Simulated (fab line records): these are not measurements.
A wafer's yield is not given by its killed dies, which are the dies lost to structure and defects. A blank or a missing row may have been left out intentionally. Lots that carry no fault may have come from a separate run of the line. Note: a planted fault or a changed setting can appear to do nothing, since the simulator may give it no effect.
A lot that was struck, set against a sound lot | flow gf180mcu | 14 out of 602 route steps
Sound: wafers L668.1, L668.3, L668.4. Wafers struck: L684.1, L684.2, L684.6. The cause comes at the end.
For every step that has rows: the tool of each side, followed by ch and its chambers, followed by its first start. Under that, the readings that differ: sound wafers | struck wafers | difference of the means | sigmas: that difference in standard deviations of wafers without a fault.
alike: same words and numbers on both sides, and readings whose means sit less than 2 such deviations apart. not compared: any withheld reading, any reading some wafer has no value for, any bound like >300 that may hide the same value, and any number with overlapping values for which the record gives no deviation.
A row with sigmas, a row that says differs or no value, or rows on one side alone: a step with any of these is where the two part. Numbers that don't overlap but have no deviation are shown without sigmas and don't part them. A reading that every wafer of one side lacks parts them only if that side has two wafers or more.

first, 4 steps without rows for these wafers: GF_VT_IMPLANT_SOFTBAKE_14 (time 60 s); GF_VT_IMPLANT_EXPOSE_15 (exposes mask Nwell LV AREA, target cd 860 nm); GF_VT_IMPLANT_PEB_16; GF_VT_IMPLANT_DEVELOP_17 (develop time 60 s).
GF_VT_IMPLANT_OVL_MEAS_18:
  sound: overlay-01 at day 6 18:59; struck: overlay-02 at day 11 00:25
  alike: VT_IMPLANT_01_OVL
after that, 1 step had no rows for these wafers: GF_VT_IMPLANT_IMPLANT_19.
GF_VT_IMPLANT_STRIP_20: strips in O2/N2.
  sound on plasma_asher-02 ch 0,1, day 6 19:11; struck on plasma_asher-02 ch 0,1, day 11 00:35
  alike: drypump_motor_current_A, heater_power_w, oes_product_au, strip_time_to_endpoint_s
  not compared: rf_hours_counter_h
GF_VT_IMPLANT_TW_MEAS_21:
  sound: film_metro-04 at day 6 19:17; struck: film_metro-03 at day 11 00:41
  alike: VT_IMPLANT_2_TW
then, 4 steps without rows for these wafers: GF_VT_IMPLANT_DEHYDRATE_22 (time 60 s); GF_VT_IMPLANT_HMDS_23 (prime time 60 s); GF_VT_IMPLANT_COAT_24 (resist thk 1000 nm); GF_VT_IMPLANT_SOFTBAKE_25 (time 60 s).
GF_VT_IMPLANT_EXPOSE_26: exposes mask LVPWELL HV AREA, target cd 860 nm.
  struck on iline_stepper-01, day 11 09:56; sound on iline_stepper-01 ch 0, day 7 03:07
  no value came back on the struck wafers for exposure_dose_mJ_cm2, focus_offset_nm (nm), na; on the sound wafers exposure_dose_mJ_cm2 reads 140.10 139.86 139.94
  reading                            | sound                | struck                        | difference | sigmas
  model.VT_IMPLANT.overlay_x_nm (nm) | 0.796 0.796 0.796    | -1.311 -1.311 -1.311          | -2.107     |
  model.VT_IMPLANT.overlay_y_nm (nm) | -1.034 -1.034 -1.034 | 0.0007668 0.0007668 0.0007668 | +1.0347668 |
  alike: mask
after that, 1 step had no rows for these wafers: GF_VT_IMPLANT_PEB_27.

== WHERE THEY PART ==
At GF_VT_IMPLANT_EXPOSE_26 and nowhere else, as far as this record goes.

WHY: what the simulator had put in
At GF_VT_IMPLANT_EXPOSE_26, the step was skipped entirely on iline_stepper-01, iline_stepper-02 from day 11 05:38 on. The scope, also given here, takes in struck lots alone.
